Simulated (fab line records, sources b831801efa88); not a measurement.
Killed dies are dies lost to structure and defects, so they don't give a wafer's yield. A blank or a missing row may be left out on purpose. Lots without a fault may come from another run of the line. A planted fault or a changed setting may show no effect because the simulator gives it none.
Chamber matching | flow sky130 | SKY_CONTACT_ETCH_17 on rie_diel-02: 4 sister chambers
The step etches SiO2 in C4F8/O2/Ar, stops on Si3N4, target depth 340 nm. 14 wafers are shown with their chamber, then 7 later ones without.

WAFERS WITH THEIR CHAMBER
wafer  | chamber | oes_product_au (a.u.)
L075.1 | 0       | 0.898
L075.3 | 3       | 0.887
L075.6 | 2       | 0.896
L078.2 | 2       | 0.895
L078.4 | 1       | 0.893
L078.5 | 0       | 0.897
L079.1 | 1       | 0.887
L079.4 | 1       | 0.885
L079.5 | 0       | 0.891
L083.2 | 1       | 0.891
L083.4 | 3       | 0.892
L083.5 | 3       | 0.891
L092.2 | 0       | 0.887
L092.4 | 1       | 0.889

SIGNATURES (means of the wafers above)
reading        | chamber 0 | chamber 1 | chamber 2 | chamber 3 | scatter within a chamber
oes_product_au | 0.89325   | 0.88900   | 0.89550   | 0.89000   | 0.00368
Rule: a wafer's distance from a chamber is the root of the sum, over the readings, of the square of ((its reading less the chamber's mean) divided by the reading's scatter). The wafer belongs to the nearest chamber; if the next one is less than 2 further off, it can't be placed. The scatter: the root of (the sum of the squares of (reading less its chamber's mean) over the shown wafers, divided by (wafers less chambers)).

WAFERS WITHOUT THEIR CHAMBER
wafer  | oes_product_au (a.u.)
L092.6 | 0.898
L093.2 | 0.894
L093.4 | 0.890
L093.6 | 0.901
L095.2 | 0.894
L095.3 | 0.886
L095.4 | 0.895

WHICH CHAMBER EACH WENT THROUGH
wafer  | from the rows above               | in truth
L092.6 | can't be placed: 2 or 0 or 3 or 1 | 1
L093.2 | can't be placed: 0 or 2 or 3 or 1 | 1
L093.4 | can't be placed: 3 or 1 or 0 or 2 | 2
L093.6 | can't be placed: 2 or 0 or 3 or 1 | 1
L095.2 | can't be placed: 0 or 2 or 3 or 1 | 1
L095.3 | can't be placed: 1 or 3 or 0 or 2 | 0
L095.4 | can't be placed: 2 or 0 or 3 or 1 | 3
Placed correctly: 0 of 7. Can't be placed from these rows: 7 (the true chamber is among the candidates in 7). Placed wrongly: 0.
